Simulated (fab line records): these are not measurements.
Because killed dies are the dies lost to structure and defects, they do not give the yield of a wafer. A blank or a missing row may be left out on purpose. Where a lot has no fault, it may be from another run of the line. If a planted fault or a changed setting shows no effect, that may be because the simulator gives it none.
Split-lot trial | flow sky130 | route with 708 steps; 5 lots, 23 wafers read

ABOUT THE SPLIT
At SKY_METAL2_ETCH_18 (etches BARC in N2/H2, stops on SiO2, time 45.9 s, target depth 60 nm), the setting icp-w was moved away from the recipe's 500 W on 8 of the 23 wafers read, by -11.5% to -5.7%. The other wafers ran this setting at the recipe's value.

The reading is taken at the split's own step.

THE READING
KrF-thick_of_METAL2_COAT_10.thk-nm (the simulator's own value, which no gauge read), in nm, at SKY_METAL2_ETCH_18 (etches BARC in N2/H2, stops on SiO2, time 45.9 s, target depth 60 nm). The file does not state a usual value for it. Across the 15 wafers here that went through the recipe, the average is 391.5 nm and the standard deviation 1.1 nm.

wafer  | tool, chamber at the split | icp-w as run, W | against the recipe | KrF-thick_of_METAL2_COAT_10.thk-nm, nm | against lot-mates on the recipe
L077.1 | rie-metal-03, 0            | 471.4           | -5.7%              | 393.6                                  | +2.3
L077.2 | rie-metal-03, 1,0          | 500             | recipe             | 391.3                                  | -
L077.4 | rie-metal-03, 1,0          | 500             | recipe             | 391.3                                  | -
L077.5 | rie-metal-03, 1            | 471.4           | -5.7%              | 393.7                                  | +2.4
L077.6 | rie-metal-03, 0            | 471.4           | -5.7%              | 392.9                                  | +1.6
L074.1 | rie-metal-01, 0            | 500             | recipe             | 391.6                                  | -
L074.2 | rie-metal-01, 1            | 442.3           | -11.5%             | 399.1                                  | +8.1
L074.3 | rie-metal-01, 0            | 500             | recipe             | 390.6                                  | -
L074.4 | rie-metal-01, 1            | 442.3           | -11.5%             | 398                                    | +7.0
L074.6 | rie-metal-01, 0            | 500             | recipe             | 390.9                                  | -
L075.1 | rie-metal-02, 1            | 500             | recipe             | 392.2                                  | -
L075.2 | rie-metal-02, 0            | 500             | recipe             | 389.1                                  | -
L075.6 | rie-metal-02, 0            | 500             | recipe             | 390.5                                  | -
L079.1 | rie-metal-02, 0            | 500             | recipe             | 392.9                                  | -
L079.2 | rie-metal-02, 1            | 500             | recipe             | 393.3                                  | -
L079.4 | rie-metal-02, 0            | 500             | recipe             | 392.3                                  | -
L079.5 | rie-metal-02, 0            | 500             | recipe             | 392.3                                  | -
L079.6 | rie-metal-02, 1            | 500             | recipe             | 392.7                                  | -
L083.1 | rie-metal-03, 0            | 451.3           | -9.7%              | 393.9                                  | +2.9
L083.2 | rie-metal-03, 1            | 451.3           | -9.7%              | 394.7                                  | +3.7
L083.4 | rie-metal-03, 1            | 500             | recipe             | 391.1                                  | -
L083.5 | rie-metal-03, 1            | 500             | recipe             | 390.8                                  | -
L083.6 | rie-metal-03, 0            | 451.3           | -9.7%              | 394.6                                  | +3.6
When a row names more than one chamber, that row covers several wafers, and the file does not tell which wafer ran in which chamber.

THE FIT
A straight line over all 23 wafers: KrF-thick_of_METAL2_COAT_10.thk-nm changes by -0.439 nm for each +1% of icp-w; r = -0.85; the points scatter about the line by 1.3 nm.
The same after taking each lot's own level away (the mean of its wafers on the recipe; 23 wafers): -0.489 nm for each +1%; r = -0.91; scatter 1 nm.
Per that fit: largest icp-w move, reading shift of 5.6 nm.
Measured against the standard deviation above, the lots' own levels, which go from 390.60 to 392.70 nm, span 2.0 times it.
So the lot-to-lot level changes the slope: the two fits differ.
Check: +4.87 nm against its lot-mates is what the line predicts for one of the wafers moved furthest among these (-11.5%) when that wafer is left out of the fit. It came out at +8.07 nm against them.

THE OTHER SPLITS THESE WAFERS WENT THROUGH
Before the reading, these wafers also passed through other splits. Each is held against what the fit with the lots' levels taken away leaves over:
other split on the same wafers | wafers away from the commonest value | r with KrF-thick_of_METAL2_COAT_10.thk-nm (lot level and that fit taken away)
SKY_VIA1_CVD_21 pressure-torr  | 15                                   | -0.38

THE FILE'S OWN FIT
KrF-thick_of_METAL2_COAT_10.thk-nm changes by -0.508 nm for each +1% of icp-w, r = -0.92.
